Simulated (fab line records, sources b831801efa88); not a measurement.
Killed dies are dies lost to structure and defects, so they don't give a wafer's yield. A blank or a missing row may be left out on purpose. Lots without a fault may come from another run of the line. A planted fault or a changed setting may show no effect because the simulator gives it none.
fab line records | flow sky130
record lots=6 wafers=18 last_day=50
route steps=708 shown VIA1@473 METAL2@483 PAD_OPEN@708
lots that met no fault: from a run of the same line without faults
start_h: hours from the record's first day to the start of the lot's first wafer shown | wait_h: hours since the lot's step before | " the same as in the row above | L1.1+2: a row that stands for several wafers | - no value, or no start given | * or withheld: withheld | < > ~ a bound
route shown NAME@n: a module of which the file shows steps, and the number in the route of the first | usual: mean/standard deviation of fault-free wafers | same: alike in all rows | chamber/n: place in a boat | sites: the reading at each site | _std_site: their standard deviation | _edge_site: outer sites' mean less inner sites' | radius_mm: how far each site lies from the wafer's centre | mask NAME#n: copy n | behind: the tool/chamber that last shaped the wafer | hold: why the lot was held/for how many hours/how that ended | device: the transistor (n, p or np) that didn't switch | end of line: the same wafers' tests at the end of the route | a step without rows: its recipe alone | killed: dies lost to structure and defects at the first sort, not the wafer's yield | map: a wafer's dies, x killed, . not, _ none there
set.NAME: the setting as run; set.NAME@STEP: as run at that earlier step | model.NAME: the simulator's own value behind a step, which no gauge read
lots at some steps of the route; a table a step, a row a wafer
services: from which hour (start_h, from the record's first day; less than 0 if before it) a tool's chamber was out of use, for how many hours, and why
## steps
# step SKY_VIA1_ETCH_15
# recipe target=SiO2 chemistry=C4F8/O2/Ar target_depth_nm=351 stop_on=TiN mask_material=KrF-thick source_w=1500 bias_w=1200 pressure_mtorr=40 c4f8_flow_sccm=withheld O2_flow_sccm=6 Ar_flow_sccm=300 time_s=54
# usual oes_product_au=0.978/0.0073
# columns lot.wafer tool chamber start_h wait_h oes_product_au rf_hours_counter_h
L906.2 rie_diel-04 0 798.50 0.0 0.982 19
L906.5 " 2 " " 0.978 -
L906.6 " 3 " " 0.973 -
L915.2 rie_diel-02 1 866.39 0.0 0.964 16
L915.3 " 2 " " 0.973 15
L915.5 " 3 " " 0.980 -
L918.1 rie_diel-02 1 885.53 0.0 0.977 17
L918.3 " 3 " " 0.982 4
L918.5 " 2 " " 0.980 -
L921.2 rie_diel-03 1 912.12 0.0 0.974 2
L921.3 " 3 " " 0.986 6
L921.5 " 3 " " 0.986 -
L922.1 rie_diel-03 0 915.20 0.0 0.974 23
L922.2 " 3 " " 0.978 6
L922.5 " 0 " " 0.988 -
L927.2 rie_diel-04 0 960.80 0.0 0.970 23
L927.4 " 1 " " 0.985 9
L927.5 " 2 " " 0.977 -
# step SKY_VIA1_STRIP_16
# recipe chemistry=O2/N2 power_w=1400 pressure_mtorr=1500 platen_temp_c=withheld o2_flow_sccm=3000 n2_flow_sccm=300 overash_fraction=0.5
# usual drypump_motor_current_A=5.8/0.35 oes_product_au=0.416/0.005 strip_time_to_endpoint_s=4.474/0.027
# columns lot.wafer tool chamber start_h wait_h drypump_motor_current_A oes_product_au rf_hours_counter_h strip_time_to_endpoint_s
L906.2 plasma_asher-02 0 798.55 0.0 6.0 0.424 101 4.473
L906.5 " 0 " " 6.0 0.420 - 4.468
L906.6 " 1 " " 5.7 0.425 - 4.519
L915.2 plasma_asher-01 1 866.43 0.0 5.8 0.425 43 4.517
L915.3 " 1 " " 5.8 0.418 - 4.478
L915.5 " 0 " " 6.2 0.416 - 4.485
L918.1 plasma_asher-02 0 885.57 0.0 6.0 0.421 109 4.505
L918.3 " 1 " " 5.7 0.425 - 4.484
L918.5 " 1 " " 5.7 0.413 - 4.467
L921.2 plasma_asher-01 1 912.17 0.0 5.9 0.412 48 4.489
L921.3 " 1 " " 5.9 0.415 - 4.443
L921.5 " 0 " " 6.2 0.420 - 4.482
L922.1 plasma_asher-02 0 915.25 0.0 6.0 0.409 113 4.469
L922.2 " 1 " " 5.7 0.413 113 4.491
L922.5 " 1 " " 5.7 0.411 - 4.441
L927.2 plasma_asher-04 1 960.85 0.0 5.1 0.413 20 4.492
L927.4 " 0 " " 5.6 0.421 - 4.479
L927.5 " 1 " " 5.2 0.416 - 4.510
# step SKY_VIA1_STRIP_17
# recipe chemistry=post_etch_residue_remover time_s=1200 temp_c=72.5
# step SKY_VIA1_CLEAN_18
# recipe chemistry=IPA time_s=180 temp_c=25
# step SKY_VIA1_CLEAN_19
# recipe chemistry=O3/DIW dry=n2_spin
# step SKY_VIA1_SPUTTER_20
# recipe material=TiN target_thk_nm=20 chamber_pressure_pa=5 power_w=4000 time_s=80
# step SKY_VIA1_CVD_21
# recipe material=W target_thk_nm=270 time_s=80.902 temp_c=400 pressure_torr=40
# usual heater_power_outer_w=562/66 heater_power_w=901/90
# columns lot.wafer tool chamber start_h wait_h heater_power_outer_w heater_power_w
L906.2 cvd_w-02 1 799.20 0.0 591 889
L906.5 " 1 " " 600 896
L906.6 " 0 " " 618 1017
L915.2 cvd_w-01 0 867.09 0.0 544 953
L915.3 " 1 " " 463 761
L915.5 " 1 " " 449 767
L918.1 cvd_w-02 1 886.23 0.0 600 891
L918.3 " 0 " " 610 1032
L918.5 " 0 " " 618 1033
L921.2 cvd_w-02 1 912.91 0.0 590 918
L921.3 " 1 " " 580 902
L921.5 " 0 " " 633 981
L922.1 cvd_w-02 0 915.91 0.0 625 1002
L922.2 " 1 " " 606 897
L922.5 " 1 " " 601 894
L927.2 cvd_w-01 0 961.56 0.0 554 888
L927.4 " 0 " " 533 897
L927.5 " 1 " " 438 738
# step SKY_VIA1_RS_MEAS_22
# recipe thk_meas_gauge=four-point-probe reads=W_of_VIA1_CVD_21+TiN_of_VIA1_SPUTTER_20
# usual VIA1_W_RS=0.422/0.0082
# columns lot.wafer tool chamber start_h wait_h VIA1_W_RS[ohm/sq]
L906.2 film_metro-02 - 799.31 0.1 0.424
L906.5 " - " " 0.425
L906.6 " - " " 0.427
L915.2 film_metro-03 - 867.20 0.1 0.420
L915.3 " - " " 0.403
L915.5 " - " " 0.403
L918.1 film_metro-03 - 886.35 0.1 0.417
L918.3 " - " " 0.433
L918.5 " - " " 0.433
L921.2 film_metro-02 - 913.03 0.1 0.425
L921.3 " - " " 0.420
L921.5 " - " " 0.428
L922.1 film_metro-03 - 916.00 0.1 0.432
L922.2 " - " " 0.415
L922.5 " - " " 0.421
L927.2 film_metro-03 - 961.67 0.1 0.431
L927.4 " - " " 0.428
L927.5 " - " " 0.411
# step SKY_VIA1_THK_MEAS_23
# recipe thk_meas_gauge=xrf reads=W_of_VIA1_CVD_21
# usual VIA1_W_THK=277/5.6
# columns lot.wafer tool chamber start_h wait_h VIA1_W_THK[nm]
L906.2 film_metro-02 - 799.42 0.1 277
L906.5 " - " " 276
L906.6 " - " " 273
L915.2 film_metro-03 - 867.31 0.1 278
L915.3 " - " " 289
L915.5 " - " " 288
L918.1 film_metro-03 - 886.47 0.1 278
L918.3 " - " " 268
L918.5 " - " " 269
L921.2 film_metro-02 - 913.14 0.1 276
L921.3 " - " " 279
L921.5 " - " " 274
L922.1 film_metro-03 - 916.12 0.1 268
L922.2 " - " " 280
L922.5 " - " " 274
L927.2 film_metro-03 - 961.78 0.1 269
L927.4 " - " " 273
L927.5 " - " " 284
# step SKY_VIA1_CMP_24
# recipe stop_on=SiO2 t_overpolish_s=15 down_force_psi=3.5 platen_rpm=60 target_thk_nm=0 pad_velocity_m_s=0.94248
# usual edge_zone_pressure_frac=1.000/0.0054 motor_current_A=10.4/0.77 overpolish_run_s=15.000/0.0096 platen_rpm=60.00/0.038 time_to_endpoint_s=64/5.2
# columns lot.wafer tool chamber start_h wait_h edge_zone_pressure_frac motor_current_A overpolish_run_s platen_rpm time_to_endpoint_s
L906.2 cmp-01 3 799.63 0.2 1.000 9.9 15.011 60.02 56
L906.5 " 0 " " 1.002 11.1 15.007 59.96 57
L906.6 " 1 " " 0.994 11.4 14.991 59.98 61
L915.3 cmp-01 0 867.46 0.1 1.005 11.2 14.999 60.03 63
L915.2 " 1 " " 0.997 10.2 15.008 60.03 67
L915.5 " 3 " " 1.004 10.4 15.010 60.04 68
L918.3 cmp-01 0 886.66 0.2 0.986 11.2 15.023 60.02 61
L918.1 " 2 " " 1.000 9.6 14.996 59.98 61
L918.5 " 1 " " 1.002 11.1 14.999 59.97 64
L921.2 cmp-02 2 913.19 0.0 0.999 9.3 14.982 60.04 70
L921.3 " 1 " " 1.009 11.0 14.992 60.01 73
L921.5 " 3 " " 0.995 10.3 15.007 59.97 69
L922.2 cmp-01 2 916.28 0.1 1.005 9.7 14.995 59.98 59
L922.1 " 3 " " 1.008 10.5 15.009 59.98 64
L922.5 " 0 " " 0.999 11.2 15.005 60.00 63
L927.4 cmp-02 2 962.11 0.3 0.985 9.9 14.999 59.96 65
L927.2 " 1 " " 0.999 10.7 15.000 60.07 68
L927.5 " 3 " " 1.009 10.2 14.996 60.03 67
# step SKY_METAL2_SPUTTER_00
# recipe material=Ti target_thk_nm=15 power_w=3000 time_s=10 chamber_pressure_pa=0.4
# step SKY_METAL2_SPUTTER_01
# recipe material=TiN target_thk_nm=20 power_w=6500 time_s=16.7 chamber_pressure_pa=0.4
# step SKY_METAL2_SPUTTER_02
# recipe material=AlCu target_thk_nm=250 power_w=10600 time_s=13.3 chamber_pressure_pa=0.4
# usual cathode_dc_power_W=10600/1.9 throttle_valve_pct=30.2/1.3
# columns lot.wafer tool chamber start_h wait_h cathode_dc_power_W throttle_valve_pct model.AlCu_of_METAL2_SPUTTER_02.thk_nm
L906.2 pvd_sputter-01 - 799.83 0.0 10600 28.2 249.4
L906.5 " - " " 10603 31.5 250.6
L906.6 " - " " 10603 29.7 249.6
L915.2 pvd_sputter-01 - 867.71 0.0 10086 31.9 240.5
L915.3 " - " " 10088 31.3 238
L915.5 " - " " 10090 27.9 238.9
L918.1 pvd_sputter-01 - 887.01 0.0 10091 29.8 238.6
L918.3 " - " " 10088 31.2 237.3
L918.5 " - " " 10089 30.1 239.9
L921.2 pvd_sputter-03 - 913.53 0.0 10601 31.4 246.5
L921.3 " - " " 10601 31.3 251.9
L921.5 " - " " 10601 30.1 250.6
L922.1 pvd_sputter-02 - 916.53 0.0 10599 28.7 255.2
L922.2 " - " " 10602 31.2 256.6
L922.5 " - " " 10599 32.3 252.6
L927.2 pvd_sputter-03 - 962.46 0.0 10600 28.2 251.8
L927.4 " - " " 10599 31.0 252.8
L927.5 " - " " 10597 30.1 253.7
# step SKY_METAL2_SPUTTER_03
# recipe material=Ti target_thk_nm=5 power_w=3000 time_s=3.3 chamber_pressure_pa=0.4
# step SKY_METAL2_SPUTTER_04
# recipe material=TiN target_thk_nm=70 power_w=6500 time_s=61.14 chamber_pressure_pa=0.4
# step SKY_METAL2_RS_MEAS_05
# recipe thk_meas_gauge=four-point-probe reads=TiN_of_METAL2_SPUTTER_04+Ti_of_METAL2_SPUTTER_03+AlCu_of_METAL2_SPUTTER_02+TiN_of_METAL2_SPUTTER_01+Ti_of_METAL2_SPUTTER_00
# usual METAL2_ALCU_RS=0.1266/0.0013
# columns lot.wafer tool chamber start_h wait_h hold METAL2_ALCU_RS[ohm/sq]
L906.2 film_metro-01 - 799.94 0.0 - 0.1270
L906.5 " - " " - 0.1264
L906.6 " - " " - 0.1270
L915.2 film_metro-01 - 867.82 0.0 await_dispo/0.2h/release 0.1315
L915.3 " - " " await_dispo/0.2h/release 0.1329
L915.5 " - " " await_dispo/0.2h/release 0.1321
L915.2 film_metro-01 - 868.11 0.3 - 0.1311
L915.3 " - " " - 0.1328
L915.5 " - " " - 0.1325
L918.1 film_metro-04 - 887.10 0.0 await_dispo/0.2h/release 0.1328
L918.3 " - " " await_dispo/0.2h/release 0.1335
L918.5 " - " " await_dispo/0.2h/release 0.1322
L918.1 film_metro-04 - 887.51 0.4 - 0.1330
L918.3 " - " " - 0.1336
L918.5 " - " " - 0.1321
L921.2 film_metro-04 - 913.65 0.0 - 0.1285
L921.3 " - " " - 0.1256
L921.5 " - " " - 0.1262
L922.1 film_metro-04 - 916.62 0.0 - 0.1239
L922.2 " - " " - 0.1232
L922.5 " - " " - 0.1253
L927.2 film_metro-04 - 962.57 0.0 - 0.1258
L927.4 " - " " - 0.1251
L927.5 " - " " - 0.1247
# step SKY_METAL2_THK_MEAS_06
# recipe thk_meas_gauge=xrf reads=AlCu_of_METAL2_SPUTTER_02
# usual METAL2_ALCU_THK=249.7/2.7
# columns lot.wafer tool chamber start_h wait_h hold METAL2_ALCU_THK[nm]
L906.2 film_metro-01 - 800.05 0.1 - 250.2
L906.5 " - " " - 248.6
L906.6 " - " " - 248.6
L915.2 film_metro-01 - 875.95 7.8 await_dispo/0.2h/release 240.3
L915.3 " - " " await_dispo/0.2h/release 239.5
L915.5 " - " " await_dispo/0.2h/release 236.9
L915.2 film_metro-01 - 876.18 0.2 - 241.3
L915.3 " - " " - 238.6
L915.5 " - " " - 237.7
L918.1 film_metro-04 - 894.75 7.2 await_dispo/0.2h/release 236.7
L918.3 " - " " await_dispo/0.2h/release 236.4
L918.5 " - " " await_dispo/0.2h/release 237.9
L918.1 film_metro-04 - 894.97 0.2 - 237.6
L918.3 " - " " - 236.9
L918.5 " - " " - 239.4
L921.2 film_metro-04 - 913.76 0.1 - 245.7
L921.3 " - " " - 251.9
L921.5 " - " " - 250.5
L922.1 film_metro-04 - 916.74 0.1 - 254.3
L922.2 " - " " - 255.7
L922.5 " - " " - 251.9
L927.2 film_metro-04 - 962.68 0.1 - 252.0
L927.4 " - " " - 252.3
L927.5 " - " " - 254.5
# step SKY_METAL2_HMDS_08
# recipe prime_time_s=60 prime_temp_c=120
# step SKY_METAL2_COAT_09
# recipe resist=BARC temp_c=withheld time_s=withheld spin_rpm=3000 resist_thk_nm=60
# step SKY_METAL2_COAT_10
# recipe resist=KrF-thick spin_rpm=3000 resist_thk_nm=450
# step SKY_METAL2_SOFTBAKE_11
# recipe temp_c=100 time_s=90 resist=KrF-thick
# step SKY_METAL2_EXPOSE_12
# recipe mask_id=MM2 na=0.8 source_shape=annular sigma_inner=0.55 sigma_outer=0.85 target_cd_nm=140 dose_mj=28.6
# step SKY_METAL2_PEB_13
# recipe peb_temp_c=withheld peb_time_s=withheld resist=KrF-thick
# step SKY_METAL2_DEVELOP_14
# recipe develop_time_s=60 resist=KrF-thick dev_temp_c=21
# step SKY_METAL2_CD_MEAS_15
# recipe target_cd_nm=140
# usual cd_nm=139.8/1.4
# columns lot.wafer tool chamber start_h wait_h cd_nm
L906.2 cd_sem-02 - 826.37 - 139.1
L906.5 " - " " 140.4
L906.6 " - " " 139.9
L915.2 cd_sem-01 - 892.70 - 137.3
L915.3 " - " " 136.6
L915.5 " - " " 136.9
L918.1 cd_sem-02 - 912.45 - 139.5
L918.3 " - " " 140.4
L918.5 " - " " 140.0
L921.2 cd_sem-02 - 938.78 - 139.7
L921.3 " - " " 138.8
L921.5 " - " " 139.3
L922.1 cd_sem-02 - 941.18 - 139.5
L922.2 " - " " 138.9
L922.5 " - " " 140.1
L927.2 cd_sem-01 - 986.38 - 137.9
L927.4 " - " " 136.6
L927.5 " - " " 138.1
# step SKY_METAL2_OVL_MEAS_16
# usual METAL2_OVL=-5/4.4
# columns lot.wafer tool chamber start_h wait_h METAL2_OVL[nm]
L906.2 overlay-01 - 826.48 0.1 -1
L906.5 " - " " 4
L906.6 " - " " -9
L915.2 overlay-01 - 892.81 0.1 -2
L915.3 " - " " -8
L915.5 " - " " -6
L918.1 overlay-02 - 912.57 0.1 1
L918.3 " - " " -10
L918.5 " - " " -6
L921.2 overlay-01 - 938.89 0.1 -2
L921.3 " - " " 2
L921.5 " - " " -2
L922.1 overlay-01 - 941.30 0.1 6
L922.2 " - " " -3
L922.5 " - " " -4
L927.2 overlay-02 - 986.48 0.1 -6
L927.4 " - " " -12
L927.5 " - " " -11
# step SKY_METAL2_DESCUM_17
# recipe chemistry=O2 source_power_w=150 bias_power_w=0 pressure_mtorr=10 temp_c=40 time_s=8
# step SKY_METAL2_ETCH_18
# recipe chemistry=N2/H2 target=BARC ion_energy_ev=200 bias_w=100 pressure_mtorr=30 n2_flow_sccm=100 h2_flow_sccm=200 icp_w=500 stop_on=SiO2 time_s=45.9 target_depth_a=600
# step SKY_METAL2_METAL_ETCH_19
# recipe target_depth_a=3600 stop_on=SiO2 over_etch_frac=0.3 time_s=78 chemistry=Cl2/BCl3 resist_sidewall_deg=88 pressure_mtorr=10 icp_w=900 bias_w=48.5 Cl2_flow_sccm=60 bcl3_flow_sccm=30
# usual drypump_motor_current_A=5.61/0.28 oes_product_au=0.859/0.0064 throttle_valve_pct=22.265/0.0092
# columns lot.wafer tool chamber start_h wait_h drypump_motor_current_A oes_product_au rf_hours_counter_h throttle_valve_pct model.METAL2.feature_depth_nm model.etch.depth_nm
L906.2 rie_metal-01 0 826.61 0.0 4.90 0.857 10.7 22.259 364.6 364.6
L906.5 " 0 " " 4.87 0.864 - 22.257 364.4 364.4
L906.6 " 1 " " 5.97 0.856 - 22.266 363.7 363.7
L915.2 rie_metal-02 1 892.93 0.0 5.79 0.856 13.1 22.285 354.7 354.7
L915.3 " 0 " " 5.66 0.848 - 22.268 352.2 352.2
L915.5 " 1 " " 5.77 0.851 - 22.259 354.7 354.7
L918.1 rie_metal-02 1 912.71 0.0 5.79 0.839 14.1 22.260 352.9 352.9
L918.3 " 0 " " 5.65 0.838 - 22.255 351.5 351.5
L918.5 " 1 " " 5.77 0.842 - 22.265 354.7 354.7
L921.2 rie_metal-02 0 939.01 0.0 5.65 0.854 11.5 22.275 359.1 359.1
L921.3 " 1 " " 5.78 0.865 - 22.262 365.4 365.4
L921.5 " 1 " " 5.80 0.859 - 22.271 363.9 363.9
L922.1 rie_metal-04 0 941.43 0.0 5.37 0.847 12.2 22.266 353.4 353.4
L922.2 " 1 " " 5.65 0.851 14.6 22.260 355.2 355.2
L922.5 " 1 " " 5.66 0.865 - 22.280 365.5 365.5
L927.2 rie_metal-02 1 986.61 0.0 5.81 0.859 17.1 22.273 365.9 365.9
L927.4 " 0 " " 5.66 0.862 - 22.250 366.1 366.1
L927.5 " 0 " " 5.67 0.862 - 22.272 366 366
# step SKY_METAL2_STRIP_20
# recipe chemistry=O2/N2 power_w=1400 pressure_mtorr=1500 platen_temp_c=withheld o2_flow_sccm=3000 n2_flow_sccm=300 overash_fraction=0.5
# usual drypump_motor_current_A=5.57/0.25 oes_product_au=0.343/0.0054 strip_time_to_endpoint_s=2.71/0.041
# columns lot.wafer tool chamber start_h wait_h drypump_motor_current_A oes_product_au rf_hours_counter_h strip_time_to_endpoint_s
L906.2 plasma_asher-03 1 826.70 0.1 5.57 0.337 63 2.66
L906.5 " 1 " " 5.60 0.340 - 2.67
L906.6 " 0 " " 5.52 0.325 - 2.63
L915.2 plasma_asher-04 1 893.02 0.1 5.13 0.342 15 2.76
L915.3 " 0 " " 5.56 0.348 - 2.76
L915.5 " 1 " " 5.12 0.338 - 2.72
L918.1 plasma_asher-03 1 912.80 0.1 5.58 0.344 72 2.73
L918.3 " 1 " " 5.60 0.341 - 2.71
L918.5 " 0 " " 5.46 0.353 - 2.73
L921.2 plasma_asher-02 1 939.10 0.1 5.74 0.351 116 2.72
L921.3 " 0 " " 6.01 0.336 - 2.77
L921.5 " 0 " " 6.01 0.342 - 2.75
L922.1 plasma_asher-02 1 941.52 0.1 5.73 0.339 116 2.72
L922.2 " 0 " " 6.01 0.343 116 2.72
L922.5 " 0 " " 6.02 0.336 - 2.71
L927.2 plasma_asher-02 0 986.70 0.1 5.99 0.336 121 2.71
L927.4 " 1 " " 5.71 0.348 - 2.68
L927.5 " 0 " " 5.98 0.339 - 2.68
# step SKY_PAD_OPEN_PROBE_99
# usual defect_limited_yield=82.5/1.8 killed_at_M0_to_M3=43/6.6 killed_at_M4_up=2.9/1.8 killed_at_contacts=25/5.3 killed_at_front_end=15/4.1 killed_at_other=0.3/0.6 killed_dies=86/8.8 killed_on_rim=17/3.5 killed_open=47/6.7 killed_short=39/6.2 sort_bin_3_pad_short=0.9/0.44 sort_bin_5_function=10.3/1.6 sort_bin_6_memory=6.3/1 sort_n_pass=406/8.8 sort_yield_pct=82.5/1.8
# same gross_dies=492 killed_at_back_side=0 sort_bin_4_leakage[%]=0 sort_bin_8_speed[%]=0
# columns lot.wafer tool chamber start_h wait_h defect_limited_yield[%] killed_at_M0_to_M3 killed_at_M4_up killed_at_contacts killed_at_front_end killed_at_other killed_dies killed_on_rim killed_open killed_short sort_bin_3_pad_short[%] sort_bin_5_function[%] sort_bin_6_memory[%] sort_n_pass sort_yield_pct[%] model.etest.met2.line_ohm_um model.etest.met2.rs_ohm_sq
L906.2 prober-01 - 1080.33 0.1 82.1 43 4 23 17 1 88 11 51 37 1.0 9.6 7.3 404 82.1 0.9352 0.1281
L906.5 prober-01 - 1080.48 0.2 84.6 35 3 25 13 0 76 24 47 29 0.4 9.3 5.7 416 84.6 0.9124 0.1271
L906.6 prober-01 - 1080.53 0.2 83.3 43 3 24 12 0 82 20 47 35 0.6 10.0 6.1 410 83.3 0.9168 0.1285
L915.2 prober-01 - 1136.19 0.1 82.1 39 4 34 11 0 88 13 46 42 0.8 11.4 5.7 404 82.1 1.006 0.1331
L915.3 prober-01 - 1136.24 0.2 87.4 35 2 13 12 0 62 13 37 25 0.8 5.9 5.9 430 87.4 0.992 0.1343
L915.5 prober-01 - 1136.34 0.2 78.5 59 1 35 10 1 106 22 60 46 1.8 13.6 6.1 386 78.5 1.023 0.1336
L918.1 prober-02 - 1146.62 0.1 80.5 55 4 22 15 0 96 15 59 37 1.0 9.3 9.1 396 80.5 0.9753 0.1355
L918.3 prober-02 - 1146.72 0.2 82.3 48 2 24 13 0 87 18 41 46 0.8 9.3 7.5 405 82.3 0.9759 0.1355
L918.5 prober-02 - 1146.82 0.2 81.9 42 0 30 16 1 89 21 56 33 1.2 8.9 7.9 403 81.9 0.954 0.134
L921.2 prober-01 - 1169.21 0.1 85.8 37 3 18 12 0 70 12 45 24 0.6 7.3 6.3 422 85.8 0.9503 0.1302
L921.3 prober-01 - 1169.26 0.2 85.4 31 1 27 12 1 72 15 30 41 1.4 8.7 4.5 420 85.4 0.9462 0.1269
L921.5 prober-01 - 1169.36 0.2 84.1 32 3 27 16 0 78 20 37 40 1.8 7.9 6.1 414 84.1 0.9662 0.1282
L922.1 prober-02 - 1170.11 0.1 85.8 33 2 22 13 0 70 20 36 34 0.6 7.3 6.3 422 85.8 0.9164 0.1265
L922.2 prober-02 - 1170.16 0.1 79.7 51 5 26 18 0 100 24 55 45 0.8 13.0 6.5 392 79.7 0.8897 0.1248
L922.5 prober-02 - 1170.31 0.2 83.3 38 6 22 16 0 82 14 33 49 1.0 8.7 6.9 410 83.3 0.9051 0.1258
L927.2 prober-01 - 1199.14 0.1 82.3 41 0 33 11 2 87 24 45 41 1.8 9.3 6.5 405 82.3 0.9514 0.1279
L927.4 prober-01 - 1199.24 0.2 83.9 43 2 26 7 1 79 16 38 40 0.6 9.8 5.7 413 83.9 0.9335 0.1271
L927.5 prober-01 - 1199.29 0.2 80.3 45 3 29 19 1 97 22 58 38 1.0 11.8 6.9 395 80.3 0.9515 0.127
# killed by level:class
L906.2 VIA2:geometric_particle:open=10 VIA1:geometric_particle:open=9 POLY_GATE:geometric_particle:open=8 LI_CONTACT:geometric_particle:open=8 METAL2:geometric_particle:short=8 CONTACT:geometric_particle:open=7 METAL3:geometric_particle:short=5 POLY_GATE:geometric_particle:short=3
L906.5 LI_CONTACT:geometric_particle:open=10 CONTACT:geometric_particle:open=10 VIA2:geometric_particle:open=8 VIA2:geometric_particle:short=6 FIELD_ISO:geometric_particle:open=4 METAL2:geometric_particle:short=4 METAL3:geometric_particle:short=4 FIELD_ISO:geometric_particle:short=3
L906.6 VIA1:geometric_particle:open=10 LI_CONTACT:geometric_particle:open=8 METAL1:geometric_particle:short=7 VIA2:geometric_particle:open=6 CONTACT:geometric_particle:open=6 VIA1:geometric_particle:short=5 METAL2:geometric_particle:short=5 FIELD_ISO:geometric_particle:open=4
L915.2 CONTACT:geometric_particle:open=11 LI_CONTACT:geometric_particle:open=10 METAL2:geometric_particle:short=8 VIA1:geometric_particle:open=7 FIELD_ISO:geometric_particle:open=6 CONTACT:geometric_particle:short=6 VIA3:geometric_particle:open=5 METAL1:geometric_particle:short=5
L915.3 VIA3:geometric_particle:open=10 LI_CONTACT:geometric_particle:open=8 METAL2:geometric_particle:short=6 VIA1:geometric_particle:open=5 VIA1:geometric_particle:short=4 FIELD_ISO:geometric_particle:open=3 METAL1:geometric_particle:short=3 CONTACT:geometric_particle:open=2
L915.5 VIA3:geometric_particle:open=15 METAL2:geometric_particle:short=11 CONTACT:geometric_particle:open=11 LI_CONTACT:geometric_particle:open=10 VIA1:geometric_particle:open=9 CONTACT:geometric_particle:short=6 VIA1:geometric_particle:short=6 FIELD_ISO:geometric_particle:open=5
L918.1 VIA1:geometric_particle:open=16 CONTACT:geometric_particle:open=11 METAL2:geometric_particle:short=9 VIA2:geometric_particle:open=9 POLY_GATE:geometric_particle:open=5 METAL1:geometric_particle:short=5 VIA3:geometric_particle:open=5 POLY_GATE:geometric_particle:short=4
L918.3 METAL2:geometric_particle:short=11 VIA1:geometric_particle:open=10 CONTACT:geometric_particle:short=8 VIA2:geometric_particle:open=8 LI_CONTACT:geometric_particle:open=7 POLY_GATE:geometric_particle:open=5 POLY_GATE:geometric_particle:short=5 LI_CONTACT:geometric_particle:short=5
L918.5 VIA1:geometric_particle:open=12 CONTACT:geometric_particle:open=8 VIA3:geometric_particle:open=8 VIA2:geometric_particle:open=6 CONTACT:geometric_particle:short=5 LI_CONTACT:geometric_particle:open=5 LOCAL_INTERCONNECT:geometric_particle:open=5 FIELD_ISO:geometric_particle:open=4
L921.2 VIA1:geometric_particle:open=11 CONTACT:geometric_particle:open=10 VIA3:geometric_particle:open=6 POLY_GATE:geometric_particle:open=5 VIA1:geometric_particle:short=4 VIA2:geometric_particle:open=4 FIELD_ISO:geometric_particle:open=3 LI_CONTACT:geometric_particle:open=3
L921.3 LOCAL_INTERCONNECT:geometric_particle:short=8 CONTACT:geometric_particle:open=6 CONTACT:geometric_particle:short=6 VIA1:geometric_particle:short=6 METAL2:geometric_particle:short=5 VIA1:geometric_particle:open=4 LI_CONTACT:geometric_particle:open=4 FIELD_ISO:geometric_particle:short=3
L921.5 LI_CONTACT:geometric_particle:open=8 LOCAL_INTERCONNECT:geometric_particle:short=6 CONTACT:geometric_particle:open=6 METAL2:geometric_particle:short=6 VIA2:geometric_particle:open=6 VIA1:geometric_particle:open=5 CONTACT:geometric_particle:short=4 METAL1:geometric_particle:short=4
L922.1 VIA3:geometric_particle:open=8 VIA1:geometric_particle:open=6 CONTACT:geometric_particle:open=6 LI_CONTACT:geometric_particle:open=5 LI_CONTACT:geometric_particle:short=5 POLY_GATE:geometric_particle:open=4 VIA1:geometric_particle:short=4 CONTACT:geometric_particle:short=4
L922.2 VIA1:geometric_particle:open=11 VIA2:geometric_particle:open=8 VIA3:geometric_particle:open=8 METAL2:geometric_particle:short=6 CONTACT:geometric_particle:open=6 POLY_GATE:geometric_particle:short=5 LI_CONTACT:geometric_particle:open=5 VIA3:geometric_particle:short=5
L922.5 LI_CONTACT:geometric_particle:open=7 METAL4:geometric_particle:short=6 VIA3:geometric_particle:open=6 CONTACT:geometric_particle:short=5 VIA1:geometric_particle:open=5 VIA2:geometric_particle:short=5 METAL3:geometric_particle:short=5 FIELD_ISO:geometric_particle:open=4
L927.2 LOCAL_INTERCONNECT:geometric_particle:short=9 CONTACT:geometric_particle:open=9 VIA1:geometric_particle:open=9 VIA2:geometric_particle:open=8 METAL2:geometric_particle:short=7 LI_CONTACT:geometric_particle:open=5 CONTACT:geometric_particle:short=5 VIA1:geometric_particle:short=5
L927.4 VIA1:geometric_particle:open=10 CONTACT:geometric_particle:open=9 METAL2:geometric_particle:short=9 VIA1:geometric_particle:short=7 LI_CONTACT:geometric_particle:open=6 LOCAL_INTERCONNECT:geometric_particle:short=5 CONTACT:geometric_particle:short=5 VIA3:geometric_particle:open=4
L927.5 VIA1:geometric_particle:open=12 LI_CONTACT:geometric_particle:open=11 CONTACT:geometric_particle:open=10 VIA2:geometric_particle:open=8 POLY_GATE:geometric_particle:short=5 METAL1:geometric_particle:short=5 FIELD_ISO:geometric_particle:open=4 LOCAL_INTERCONNECT:geometric_particle:short=4
## services
# columns tool chamber start_h hours kind
cvd_w-02 - 782.85 0.9 repair
rie_diel-02 1 786.88 5.9 repair
plasma_asher-04 - 799.18 5.8 repair
rie_diel-02 3 800.16 17.5 repair
cmp-01 - 801.83 9.2 pm
pvd_sputter-03 - 804.38 1.4 repair
rie_diel-04 - 814.09 2.4 repair
rie_diel-03 - 814.75 2.0 repair
cvd_w-02 - 839.45 1.7 repair
plasma_asher-02 - 846.30 2.7 repair
cmp-01 - 854.20 1.3 repair
plasma_asher-02 - 861.57 0.9 repair
pvd_sputter-01 - 865.53 0.6 repair
pvd_sputter-01 - 890.58 10.3 repair
cvd_w-02 1 900.02 12.1 repair
cmp-01 - 912.00 4.0 pm
cmp-01 - 924.26 0.3 repair
pvd_sputter-01 - 925.37 2.8 repair
cvd_w-02 - 930.87 1.4 repair
cmp-01 - 957.79 1.6 repair
cmp-01 - 959.43 6.8 repair
cmp-01 - 959.65 2.7 repair
cvd_w-02 1 978.08 4.3 repair
pvd_sputter-01 - 978.30 0.6 repair
## key
first_sign step=SKY_METAL2_SPUTTER_02 reading=cathode_dc_power_W direction=down sigmas=99+ usual=10600 struck=10089
effect step=SKY_METAL2_RS_MEAS_05 reading=visit direction=added
effect step=SKY_METAL2_THK_MEAS_06 reading=visit direction=added
model_effect step=SKY_METAL2_SPUTTER_02 value=AlCu_of_METAL2_SPUTTER_02.thk_nm without=250.9 struck=238.9
model_effect step=SKY_METAL2_METAL_ETCH_19 value=METAL2.feature_depth_nm without=365.4 struck=353.4
model_effect step=SKY_PAD_OPEN_PROBE_99 value=etest.met2.line_ohm_um without=0.9387 struck=0.9876
met_at SKY_METAL2_SPUTTER_02
struck_wafers L915.2,L915.3,L915.5,L918.1,L918.3,L918.5
onset_between 799.83 867.71
fault kind=process_parameter_drift tool=pvd_sputter-01 chamber=- onset_h=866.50 steps=SKY_METAL2_SPUTTER_02 channel=power_w offset=* shape=step end_h=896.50 acts_in=* stated=*
